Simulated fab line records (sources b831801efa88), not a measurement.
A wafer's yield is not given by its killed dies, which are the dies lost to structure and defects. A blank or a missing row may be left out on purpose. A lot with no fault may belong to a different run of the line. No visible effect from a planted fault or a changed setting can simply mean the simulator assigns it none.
What tool caused it?    flow sky130    36 wafers from 12 lots sampled at 5 of the route's 708 steps

WHAT THE GAUGES SHOWED, per wafer
SKY_METAL2_THK_MEAS_06: measures by xrf. Usual: for METAL2_ALCU_THK the level is 252 nm and the standard deviation is 3.1.
lot   measured      on             METAL2_ALCU_THK (nm)  flag
L185  day 34 02:50  film-metro-03  253 249 251           
L186  day 34 11:47  film-metro-01  253 255 253           
L187  day 34 12:45  film-metro-03  244 246 247           
L188  day 34 21:46  film-metro-03  249 247 250           
L191  day 35 22:38  film-metro-04  252 250 251           
L193  day 36 15:32  film-metro-04  247 247 249           
L194  day 37 00:26  film-metro-01  253 247 249           
L195  day 37 06:11  film-metro-04  253 252 252           
L196  day 37 17:52  film-metro-04  255 256 257           
L199  day 38 10:33  film-metro-04  252 257 254           
L200  day 38 21:08  film-metro-04  256 258 256           
L208  day 41 05:31  film-metro-01  254 258 253           

SKY_VIA2_THK_MEAS_01. Usual: for VIA2_HDPCVD_THK the level is 1186 nm and the standard deviation is 9.8.
lot   measured      on             VIA2_HDPCVD_THK (nm)  flag
L185  day 35 06:46  film-metro-03  1178 1176 1194        
L186  day 35 15:05  film-metro-01  1173 1172 1203        
L187  day 35 15:44  film-metro-03  1180 1192 1178        
L188  day 36 00:11  film-metro-02  1186 1164 1179        
L191  day 37 01:32  film-metro-02  1192 1166 1190        
L193  day 37 18:17  film-metro-03  1187 1183 1173        
L194  day 38 03:25  film-metro-01  1192 1190 1202        
L195  day 38 08:37  film-metro-01  1189 1205 1181        
L196  day 38 20:40  film-metro-02  1174 1183 1178        
L199  day 39 12:45  film-metro-03  454 1201 457          OFF
L200  day 39 22:35  film-metro-03  1183 432 1202         OFF
L208  day 42 07:13  film-metro-02  1212 1187 1202        

WHAT TOOL EACH LOT RAN ON (gives the tool, then ch and the chambers of the sampled wafers, and finally the start)
lot   SKY_VIA1_CMP_02                SKY_METAL2_SPUTTER_01         SKY_VIA2_HDPCVD_00
L185  cmp-01 ch 0,1, day 32 21:59    pvd-sputter-03, day 34 02:35  hdpcvd-02 ch 0,2, day 35 06:38
L186  cmp-02 ch 1,2,3, day 33 07:17  pvd-sputter-04, day 34 11:32  hdpcvd-01 ch 0,2, day 35 14:58
L187  cmp-01 ch 0,3, day 33 08:20    pvd-sputter-03, day 34 12:30  hdpcvd-02 ch 0,1,2, day 35 15:37
L188  cmp-01 ch 0,1,2, day 33 17:25  pvd-sputter-03, day 34 21:32  hdpcvd-02 ch 0,1, day 36 00:03
L191  cmp-01 ch 0,1, day 34 18:17    pvd-sputter-04, day 35 22:23  hdpcvd-01 ch 0,1, day 37 01:25
L193  cmp-02 ch 0,1,3, day 35 11:31  pvd-sputter-01, day 36 15:18  hdpcvd-01 ch 0,1,2, day 37 18:10
L194  cmp-02 ch 0,2, day 35 21:09    pvd-sputter-03, day 37 00:11  hdpcvd-01 ch 0,2, day 38 03:16
L195  cmp-01 ch 0,1,3, day 36 01:47  pvd-sputter-04, day 37 05:56  hdpcvd-02 ch 1,2, day 38 08:28
L196  cmp-02 ch 0,1,2, day 36 13:52  pvd-sputter-01, day 37 17:37  hdpcvd-01 ch 0,1,2, day 38 20:32
L199  cmp-02 ch 1,2, day 37 07:10    pvd-sputter-04, day 38 10:17  hdpcvd-01 ch 0,1, day 39 12:37
L200  cmp-02 ch 0,1,2, day 37 17:25  pvd-sputter-01, day 38 20:54  hdpcvd-01 ch 0,1,2, day 39 22:28
L208  cmp-02 ch 0,1, day 40 02:58    pvd-sputter-04, day 41 05:16  hdpcvd-02 ch 1,2, day 42 07:05
- SKY_VIA1_CMP_02: polishes SiO2.
- SKY_METAL2_SPUTTER_01: material TiN, target thk 20 nm, time 16.7 s.
- SKY_VIA2_HDPCVD_00: deposits SiO2, target thk 1180 nm, time 196.7 s.

AS READ BY THE TOOLS THEMSELVES (means over the sampled wafers that have a number; for cases with no such wafer, the mark the record gives instead)
SKY_VIA1_CMP_02. Usual: motor-current-A 12.6 A, standard deviation 1.2.
lot   tool    motor-current-A (A)  flag
L185  cmp-01  11.8                 
L186  cmp-02  12.9                 
L187  cmp-01  12.9                 
L188  cmp-01  12.0                 
L191  cmp-01  12.5                 
L193  cmp-02  13.0                 
L194  cmp-02  13.8                 
L195  cmp-01  12.4                 
L196  cmp-02  13.8                 
L199  cmp-02  12.6                 
L200  cmp-02  13.4                 
L208  cmp-02  12.3                 

SKY_METAL2_SPUTTER_01. Usual: throttle-valve-pct 29.9 %, standard deviation 0.99.
lot   tool            throttle-valve-pct (%)  flag
L185  pvd-sputter-03  30.6                    
L186  pvd-sputter-04  30.3                    
L187  pvd-sputter-03  30.8                    
L188  pvd-sputter-03  30.4                    
L191  pvd-sputter-04  29.5                    
L193  pvd-sputter-01  29.3                    
L194  pvd-sputter-03  31.0                    
L195  pvd-sputter-04  30.4                    
L196  pvd-sputter-01  29.8                    
L199  pvd-sputter-04  30.2                    
L200  pvd-sputter-01  28.4                    
L208  pvd-sputter-04  29.6                    

SKY_VIA2_HDPCVD_00. Usual: pressure-mtorr 6.001 mTorr, standard deviation 0.011.
lot   tool       pressure-mtorr (mTorr)  flag
L185  hdpcvd-02  6.006                   
L186  hdpcvd-01  6.010                   
L187  hdpcvd-02  6.001                   
L188  hdpcvd-02  6.014                   
L191  hdpcvd-01  6.005                   
L193  hdpcvd-01  5.995                   
L194  hdpcvd-01  5.995                   
L195  hdpcvd-02  5.995                   
L196  hdpcvd-01  5.998                   
L199  hdpcvd-01  6.009                   
L200  hdpcvd-01  6.004                   
L208  hdpcvd-02  5.988                   

THE ANSWER, worked out from the rows above alone
Rule: a lot is off if the mean of its wafers that have a number lies more than 3 standard deviations from the usual mean. A lot without any number at a reading at which 4 lots or more have one is off too. Any other lot the step has rows for is counted as sound. After the gauges, taken in route order, come the tools' own readings; for these a lot's mean is taken, as printed above. The first step at which some lot is off is used, and at that step the reading that is off furthest; a lot without a number counts as furthest.
Off: L199, L200, at SKY_VIA2_THK_MEAS_01 (VIA2_HDPCVD_THK).
If a tool, at a process step before that reading, ran all the lots that are off and no sound lot after the first of them, it fits. Gauges at SKY_VIA2_THK_MEAS_01: tried the same way as those tools. Undecided on this evidence; 2 tools fit (hdpcvd-01 at SKY_VIA2_HDPCVD_00, film-metro-03 at SKY_VIA2_THK_MEAS_01).

WHAT HAD BEEN PUT IN BY THE SIMULATOR
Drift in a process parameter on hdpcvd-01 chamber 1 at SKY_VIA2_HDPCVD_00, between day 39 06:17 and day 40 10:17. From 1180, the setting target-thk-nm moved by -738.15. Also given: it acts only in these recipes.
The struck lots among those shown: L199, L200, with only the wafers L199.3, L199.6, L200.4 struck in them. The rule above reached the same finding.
